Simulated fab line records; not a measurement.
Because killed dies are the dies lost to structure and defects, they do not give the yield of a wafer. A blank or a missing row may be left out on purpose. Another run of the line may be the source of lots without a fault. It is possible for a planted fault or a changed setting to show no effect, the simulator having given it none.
Problem report, 8D (eight disciplines) form, completed by code :: flow sky130 :: the parts of the form that need people (team, actions taken, sign-off) are left out

## 1. THE PROBLEM
Mean LDD_N_TW at SKY_LDD_N_TW_MEAS_17: 2981 over 9 wafers in 3 lots; fault-free wafers: 2561, standard deviation 24. That puts it +18 standard deviations away from the usual mean.
The first sign was on wafer L117.2 at day 20 10:40, on film-metro-01. At this step, 45 wafers from 15 lots have a number in the record. The rule behind "out" and "out of limits": a value lying over 4 standard deviations away from the usual mean. The other wafers with a number count as sound.

## 2. WHAT IT IS AND WHAT IT IS NOT
question: which readings at this step
is: LDD_N_TW
is not: -

question: which lots
is: L117, L119, L121
is not: L110, L111, L114, L115, L120, L125, L126, L128, L129, L130, L132, L133

question: which wafers of those lots
is: all that have a number
is not: -

question: read on which gauges
is: film-metro-01, film-metro-03
is not: film-metro-04

question: when
is: from day 20 10:40
is not: up to then (12 sound wafers); but 24 sound wafers of L120, L125, L126, L128, L129, L130, L132, L133 came after

## 3. WHAT RULES OUT EACH SUSPECT
Counting: a tool stays on the suspect list if, at a process step up to the reading, it processed all lots that are out and no sound lot following the first of them.
- the gauge at SKY_LDD_N_TW_MEAS_17 is ruled out. 2 gauges (film-metro-01, film-metro-03) read the wafers that are out.
- implanter-03 at SKY_LDD_N_IMPLANT_08: ruled out as a lasting fault. After its first lot that is out, L117 (day 20 09:23), sound lots L132 ran on it.
Left after counting: nothing in the record.

## 4. THE CAUSE (what the simulator had put in)
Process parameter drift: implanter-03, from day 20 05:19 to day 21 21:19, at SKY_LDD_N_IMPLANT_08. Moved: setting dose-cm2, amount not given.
The count ruled it out by mistake, since the rule takes a fault to strike every lot its tool runs from the start of the fault on, and this one did not do so.

## 5. SEQUENCE OF EFFECTS, ordered by route
Rows list readings where the struck wafers' mean (over those with a number) sits beyond 3 standard deviations from the usual. Readings are gone through only where the record gives a usual standard deviation; hours: the median, over the lots, of the time from a lot's start at the first step in this table giving one to that lot's start at this step; sigmas: the change measured in usual standard deviations.
hours: 0
step: SKY_LDD_N_IMPLANT_08
reading: beam-on-s
usual: 9.98 s
on struck wafers: 76.90
change: +66.92
sigmas: +99 or more

hours: 0
step: SKY_LDD_N_IMPLANT_08
reading: dose-ions-cm2
usual: 7.499e+13
on struck wafers: 7.109e+14
change: +6.359e+14
sigmas: +99 or more

hours: 0
step: SKY_LDD_N_IMPLANT_08
reading: faraday-current-uA
usual: 423
on struck wafers: 521
change: +98
sigmas: +10

hours: 1
step: SKY_LDD_N_STRIP_16
reading: strip-time-to-endpoint-s
usual: 4.310 s
on struck wafers: 5.658
change: +1.348
sigmas: +84

hours: 1
step: SKY_LDD_N_TW_MEAS_17
reading: LDD_N_TW
usual: 2561
on struck wafers: 2981
change: +420
sigmas: +18
Here are the process steps it includes:
- SKY_LDD_N_IMPLANT_08
- SKY_LDD_N_STRIP_16: strips in O2/N2.

## 6. WHAT WOULD HAVE CAUGHT IT SOONER
The first out-of-limits reading at a measuring or inspecting step in this record came at day 20 10:40, 5 hours after the fault's start at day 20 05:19.
Tool's own readings at SKY_LDD_N_IMPLANT_08, beam-on-s, dose-ions-cm2, faraday-current-uA: out on all struck wafers the step has rows for; an alarm limit on them would have tripped on the first.
